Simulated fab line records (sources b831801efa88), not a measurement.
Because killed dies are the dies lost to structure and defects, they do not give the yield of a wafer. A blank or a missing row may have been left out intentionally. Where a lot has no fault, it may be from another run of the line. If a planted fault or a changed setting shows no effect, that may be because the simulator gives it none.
Which of the tools did it? | flow sky130 | 6 lots with 18 wafers sampled at 3 steps, on a route of 708 steps

## WHAT THE GAUGES SHOWED, per wafer
SKY_LI_CONTACT_BOW_MEAS_03.
lot  | measured     | on           | LI_CONTACT_BOW (um)
L622 | day 29 22:37 | filmMetro-03 | 53 50 55
L624 | day 30 11:22 | filmMetro-02 | 54 64 52
L633 | day 33 03:02 | filmMetro-01 | 55 48 54
L636 | day 33 22:15 | filmMetro-03 | 52 46 46
L639 | day 35 03:57 | filmMetro-03 | 67 56 58
L641 | day 35 11:32 | filmMetro-01 | 60 50 60

## WHAT TOOL EACH LOT RAN ON (gives the tool, then ch and the chambers of the sampled wafers, and finally the start)
lot  | SKY_POLY_GATE_IMPLANT_02        | SKY_RES_PROTECT_STRIP_07
L622 | implanter-02 ch 0, day 17 01:02 | plasmaAsher-04 ch 0,1, day 17 01:09
L624 | implanter-02 ch 0, day 17 17:04 | plasmaAsher-04 ch 0,1, day 17 17:11
L633 | implanter-02 ch 0, day 20 17:08 | plasmaAsher-02 ch 0,1, day 20 17:16
L636 | implanter-03 ch 0, day 21 17:32 | plasmaAsher-04 ch 0,1, day 21 17:41
L639 | implanter-03 ch 0, day 23 03:42 | plasmaAsher-02 ch 0, day 23 03:50
L641 | implanter-03 ch 0, day 23 11:06 | plasmaAsher-03 ch 1, day 23 11:15
- SKY_POLY_GATE_IMPLANT_02
- SKY_RES_PROTECT_STRIP_07: strips in O2/N2.

## THE ANSWER, worked out from the rows above alone
Rule: the usual values come from the lots themselves. The widest of any qualifying gaps counts: lots, ordered by their means at a reading, are off when they make up no more than a third of the lots, leave a main group of 4 or more, and stand apart from it by 3 or more times the standard deviation of that group's means. The tables above print the reading to a certain number of digits; a main group whose means all agree to those digits is not used. Also off: a lot with no number at a reading for which 4 or more lots have one. Where the step has rows for the other lots, those lots are counted as sound.
No lot is off on any of the readings shown, so nothing can be concluded from this.

## WHAT THE SIMULATOR HAD PUT IN
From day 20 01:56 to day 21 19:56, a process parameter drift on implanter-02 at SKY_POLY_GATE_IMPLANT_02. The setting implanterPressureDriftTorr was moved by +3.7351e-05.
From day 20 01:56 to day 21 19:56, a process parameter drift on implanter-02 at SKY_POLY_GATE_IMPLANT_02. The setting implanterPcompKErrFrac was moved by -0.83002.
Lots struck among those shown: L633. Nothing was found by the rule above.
